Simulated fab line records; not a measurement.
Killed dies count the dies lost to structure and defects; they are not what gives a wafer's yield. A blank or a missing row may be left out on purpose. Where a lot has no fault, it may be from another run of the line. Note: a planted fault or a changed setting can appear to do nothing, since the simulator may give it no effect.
Split-lot study / flow sky130 / route with 708 steps; 5 lots, 23 wafers read

## SPLIT DETAILS
At SKY_LI_CONTACT_HDPCVD_00 (deposits PSG, target thk 930 nm, time 155 s), the setting sih4FlowSccm was moved away from the recipe's 60 sccm on 8 of the 23 wafers read, by -11.3% to +11.1%. The other wafers ran this setting at the recipe's value.

Split to reading: the file shows no intervening step.

## THE READING
LI_CONTACT_HDPCVD_THK at SKY_LI_CONTACT_THK_MEAS_01, in nm. Typical for fault-free wafers on this fab line: 930 nm, with standard deviation 9.6 nm.

wafer=L077.2; tool, chamber at the split=hdpcvd-01, 2; sih4FlowSccm as run, sccm=60; against the recipe=recipe; LI_CONTACT_HDPCVD_THK, nm=947; against lot-mates on the recipe=-
wafer=L077.3; tool, chamber at the split=hdpcvd-01, 1; sih4FlowSccm as run, sccm=60; against the recipe=recipe; LI_CONTACT_HDPCVD_THK, nm=952; against lot-mates on the recipe=-
wafer=L077.4; tool, chamber at the split=hdpcvd-01, 2; sih4FlowSccm as run, sccm=63.32; against the recipe=+5.5%; LI_CONTACT_HDPCVD_THK, nm=985; against lot-mates on the recipe=+43
wafer=L077.5; tool, chamber at the split=hdpcvd-01, 1; sih4FlowSccm as run, sccm=60; against the recipe=recipe; LI_CONTACT_HDPCVD_THK, nm=927; against lot-mates on the recipe=-
wafer=L077.6; tool, chamber at the split=hdpcvd-01, 0; sih4FlowSccm as run, sccm=63.32; against the recipe=+5.5%; LI_CONTACT_HDPCVD_THK, nm=1000; against lot-mates on the recipe=+58
wafer=L078.1; tool, chamber at the split=hdpcvd-02, 2; sih4FlowSccm as run, sccm=53.21; against the recipe=-11.3%; LI_CONTACT_HDPCVD_THK, nm=814; against lot-mates on the recipe=-108
wafer=L078.2; tool, chamber at the split=hdpcvd-02, 1; sih4FlowSccm as run, sccm=60; against the recipe=recipe; LI_CONTACT_HDPCVD_THK, nm=914; against lot-mates on the recipe=-
wafer=L078.3; tool, chamber at the split=hdpcvd-02, 0; sih4FlowSccm as run, sccm=60; against the recipe=recipe; LI_CONTACT_HDPCVD_THK, nm=929; against lot-mates on the recipe=-
wafer=L078.4; tool, chamber at the split=hdpcvd-02, 0; sih4FlowSccm as run, sccm=53.21; against the recipe=-11.3%; LI_CONTACT_HDPCVD_THK, nm=816; against lot-mates on the recipe=-106
wafer=L078.5; tool, chamber at the split=hdpcvd-02, 1; sih4FlowSccm as run, sccm=53.21; against the recipe=-11.3%; LI_CONTACT_HDPCVD_THK, nm=817; against lot-mates on the recipe=-104
wafer=L080.1; tool, chamber at the split=hdpcvd-01, 2; sih4FlowSccm as run, sccm=60; against the recipe=recipe; LI_CONTACT_HDPCVD_THK, nm=932; against lot-mates on the recipe=-
wafer=L080.2; tool, chamber at the split=hdpcvd-01, 1; sih4FlowSccm as run, sccm=66.65; against the recipe=+11.1%; LI_CONTACT_HDPCVD_THK, nm=1027; against lot-mates on the recipe=+100
wafer=L080.4; tool, chamber at the split=hdpcvd-01, 2; sih4FlowSccm as run, sccm=66.65; against the recipe=+11.1%; LI_CONTACT_HDPCVD_THK, nm=1026; against lot-mates on the recipe=+98
wafer=L080.5; tool, chamber at the split=hdpcvd-01, 0; sih4FlowSccm as run, sccm=66.65; against the recipe=+11.1%; LI_CONTACT_HDPCVD_THK, nm=1032; against lot-mates on the recipe=+104
wafer=L080.6; tool, chamber at the split=hdpcvd-01, 1; sih4FlowSccm as run, sccm=60; against the recipe=recipe; LI_CONTACT_HDPCVD_THK, nm=923; against lot-mates on the recipe=-
wafer=L081.1; tool, chamber at the split=hdpcvd-01, 2; sih4FlowSccm as run, sccm=60; against the recipe=recipe; LI_CONTACT_HDPCVD_THK, nm=934; against lot-mates on the recipe=-
wafer=L081.2; tool, chamber at the split=hdpcvd-01, 0; sih4FlowSccm as run, sccm=60; against the recipe=recipe; LI_CONTACT_HDPCVD_THK, nm=931; against lot-mates on the recipe=-
wafer=L081.3; tool, chamber at the split=hdpcvd-01, 1; sih4FlowSccm as run, sccm=60; against the recipe=recipe; LI_CONTACT_HDPCVD_THK, nm=936; against lot-mates on the recipe=-
wafer=L081.5; tool, chamber at the split=hdpcvd-01, 2; sih4FlowSccm as run, sccm=60; against the recipe=recipe; LI_CONTACT_HDPCVD_THK, nm=927; against lot-mates on the recipe=-
wafer=L081.6; tool, chamber at the split=hdpcvd-01, 1; sih4FlowSccm as run, sccm=60; against the recipe=recipe; LI_CONTACT_HDPCVD_THK, nm=916; against lot-mates on the recipe=-
wafer=L082.1; tool, chamber at the split=hdpcvd-01, 1; sih4FlowSccm as run, sccm=60; against the recipe=recipe; LI_CONTACT_HDPCVD_THK, nm=931; against lot-mates on the recipe=-
wafer=L082.4; tool, chamber at the split=hdpcvd-01, 2; sih4FlowSccm as run, sccm=60; against the recipe=recipe; LI_CONTACT_HDPCVD_THK, nm=936; against lot-mates on the recipe=-
wafer=L082.5; tool, chamber at the split=hdpcvd-01, 0; sih4FlowSccm as run, sccm=60; against the recipe=recipe; LI_CONTACT_HDPCVD_THK, nm=931; against lot-mates on the recipe=-

THE FIT
A straight line over all 23 wafers: LI_CONTACT_HDPCVD_THK changes by +9.64 nm for each +1% of sih4FlowSccm; r = +0.99; the points scatter about the line by 9.7 nm.
The same after taking each lot's own level away (the mean of its wafers on the recipe; 23 wafers): +9.23 nm for each +1%; r = +0.99; scatter 6.6 nm.
That fit puts the effect of the largest move of sih4FlowSccm on the reading at 1e+02 nm.
Across the lots, their own levels run from 921.5 to 942.0 nm, a range of 2.1 times the standard deviation given above.
Consequently the slope shifts little with the lot-to-lot level, the two slopes agreeing.
Check: for one of the wafers moved furthest among these (-11.3%), held out of the fit, the line's prediction against its lot-mates is -104 nm. Against them it came out at -108 nm.

## THESE WAFERS: OTHER SPLITS
Before the reading, these wafers also passed through other splits. Each is held against what the fit with the lots' levels taken away leaves over:
other split on the same wafers=SKY_LDD_HVP_IMPLANT_08 energyKev; wafers away from the commonest value=7; r with LI_CONTACT_HDPCVD_THK (lot level and that fit taken away)=+0.05
other split on the same wafers=SKY_SD_P_IMPLANT_09 doseCm2; wafers away from the commonest value=8; r with LI_CONTACT_HDPCVD_THK (lot level and that fit taken away)=-0.12
other split on the same wafers=SKY_RES_XHIGH_COAT_02 spinRpm; wafers away from the commonest value=10; r with LI_CONTACT_HDPCVD_THK (lot level and that fit taken away)=+0.15
other split on the same wafers=SKY_SD_N_SOFTBAKE_03 tempC; wafers away from the commonest value=5; r with LI_CONTACT_HDPCVD_THK (lot level and that fit taken away)=-0.32
other split on the same wafers=SKY_SD_N_DEVELOP_06 devTempC; wafers away from the commonest value=4; r with LI_CONTACT_HDPCVD_THK (lot level and that fit taken away)=-0.19

## THE WHOLE CHAIN: every reading that the file lists as answering this split, in the file's order
step=SKY_LI_CONTACT_HDPCVD_00; what it does=deposits PSG, target thk 930 nm, time 155 s; reading=PSG_of_LI_CONTACT_HDPCVD_00.thkNm (the simulator's own value, which no gauge read); change (the file's fit)=+9.24 nm for each +1% of the setting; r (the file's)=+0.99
step=SKY_LI_CONTACT_THK_MEAS_01; what it does=; reading=LI_CONTACT_HDPCVD_THK; change (the file's fit)=+9.23 for each +1% of the setting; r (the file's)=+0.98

## THE FILE'S OWN FIT
LI_CONTACT_HDPCVD_THK changes by +9.23 nm for each +1% of sih4FlowSccm, r = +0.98.
